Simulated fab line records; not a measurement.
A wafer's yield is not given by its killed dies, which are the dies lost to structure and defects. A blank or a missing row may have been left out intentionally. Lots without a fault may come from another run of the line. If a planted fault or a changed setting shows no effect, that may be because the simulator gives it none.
Struck lot and sound lot, side by side / flow sky130 / 15 steps out of a route of 708
Sound: the wafers L861.1, L861.3, L861.5. Wafers struck: L867.2, L867.4, L867.5. At the end, the cause is stated.
Per side, at each step with rows, come the tool, then ch with its chambers, and then its first start. Under that, the readings that differ: sound wafers / struck wafers / difference of the means / sigmas: that difference in standard deviations of wafers without a fault.
alike: same words and numbers on both sides, and readings whose means sit less than 2 such deviations apart. not compared: any withheld reading, any reading some wafer has no value for, any bound like >300 that may hide the same value, and any number with overlapping values for which the record gives no deviation.
The two part at a step that has a row with sigmas, a row that says differs or no value, or rows on one side only. When numbers do not overlap yet have no deviation, they are printed without sigmas and do not part them. Lack of a reading on every wafer of one side parts them only where that side has two or more wafers.

first, 1 step without rows for these wafers: SKY_VIA4_DEVELOP_10 (develop time 60 s).
SKY_VIA4_OVL_MEAS_11:
  sound on overlay-01, day 44 14:55; struck on overlay-01, day 46 01:59
  alike: VIA4_OVL
SKY_VIA4_ETCH_12: etches SiO2 in C4F8/O2/Ar, stops on TiN, target depth 580 nm.
  sound on rie-diel-02 ch 1,3, day 44 14:58; struck on rie-diel-02 ch 2,3, day 46 02:01
  alike: oes-product-au
SKY_VIA4_STRIP_13: strips in O2/N2.
  sound on plasma-asher-01 ch 0,1, day 44 15:02; struck on plasma-asher-01 ch 0,1, day 46 02:05
  alike: drypump-motor-current-A, oes-product-au, strip-time-to-endpoint-s
  not compared: rf-hours-counter-h
then, 3 steps without rows for these wafers: SKY_VIA4_STRIP_14 (strips in post etch residue remover, time 1200 s); SKY_VIA4_CLEAN_15 (cleans in IPA, time 180 s); SKY_VIA4_CLEAN_16 (cleans in O3/DIW).
SKY_VIA4_SPUTTER_17: material TiN, target thk 20 nm, time 80 s.
  sound on pvd-sputter-03, day 44 15:38; struck on pvd-sputter-01, day 46 02:42
reading=throttle-valve-pct (%); sound=29.7 30.1 28.4; struck=30.6 32.3 32.2; difference=+2.3; sigmas=+2
  alike: cathode-dc-power-W, chamber-pressure-pa
then, 1 step without rows for these wafers: SKY_VIA4_CVD_18 (deposits W, target thk 505 nm, time 152.14 s).
SKY_VIA4_RS_MEAS_19: the measuring method here is four-point-probe.
  sound on film-metro-01, day 44 15:51; struck on film-metro-04, day 46 02:56
  alike: VIA4_W_RS
SKY_VIA4_THK_MEAS_20: measures by xrf.
  sound on film-metro-01, day 44 15:58; struck on film-metro-04, day 46 03:03
  alike: VIA4_W_THK
SKY_VIA4_CMP_21: polishes, stops on SiO2, t overpolish 25 s, target thk 0 nm.
  sound on cmp-02 ch 0,1,3, day 44 16:05; struck on cmp-02 ch 1,2, day 46 03:06
  alike: motor-current-A, overpolish-run-s, retaining-ring-pressure-frac, time-to-endpoint-s
SKY_METAL5_SPUTTER_00: material Ti, target thk 15 nm, time 10 s.
  sound on pvd-sputter-02, day 44 16:20; struck on pvd-sputter-02, day 46 03:24
  no value came back on the struck wafers for cathode-dc-power-W (W), chamber-pressure-pa (Pa), throttle-valve-pct (%); on the sound wafers cathode-dc-power-W (W) reads 2999.3 2999.8 2999.5
SKY_METAL5_SPUTTER_01: material TiN, target thk 20 nm, time 16.7 s.
  sound on pvd-sputter-02, day 44 16:21; struck on pvd-sputter-02, day 46 03:25
  alike: cathode-dc-power-W, chamber-pressure-pa, throttle-valve-pct
-- the record jumps here: 3 days lie between the struck wafers' starts before and after (it left off in module METAL5 and takes up again in module PAD_OPEN, whose first step shown is number 708 of the route) --
SKY_PAD_OPEN_PROBE_99:
  sound on prober-02, day 47 10:23; struck on prober-02, day 48 18:32
reading=defect-limited-yield (%); sound=81.5 78.0 81.5; struck=85.8 85.8 84.3; difference=+5.0; sigmas=+3
reading=killed-dies; sound=91 108 91; struck=70 70 77; difference=-24; sigmas=-3
reading=killed-open; sound=57 58 57; struck=37 37 38; difference=-20; sigmas=-3
reading=sort_bin_5_function (%); sound=12.6 14.0 11.8; struck=10.2 9.1 8.5; difference=-3.5; sigmas=-2
reading=sort-n-pass; sound=401 384 401; struck=422 422 415; difference=+24; sigmas=+3
reading=sort-yield-pct (%); sound=81.5 78.0 81.5; struck=85.8 85.8 84.3; difference=+5.0; sigmas=+3
reading=model.etest.via4-chain.rc-ohm; sound=0.7874 0.8003 0.7927; struck=0.857 0.8634 0.8344; difference=+0.058; sigmas=
  alike: killed_at_M0_to_M3, killed_at_M4_up, killed-at-contacts, killed-at-front-end, killed-at-other, killed-short, sort_bin_3_pad_short, sort_bin_6_memory

## WHERE THEY PART
Last at SKY_PAD_OPEN_PROBE_99 as far as this record goes, first at SKY_VIA4_SPUTTER_17.

WHY: what the simulator had put in
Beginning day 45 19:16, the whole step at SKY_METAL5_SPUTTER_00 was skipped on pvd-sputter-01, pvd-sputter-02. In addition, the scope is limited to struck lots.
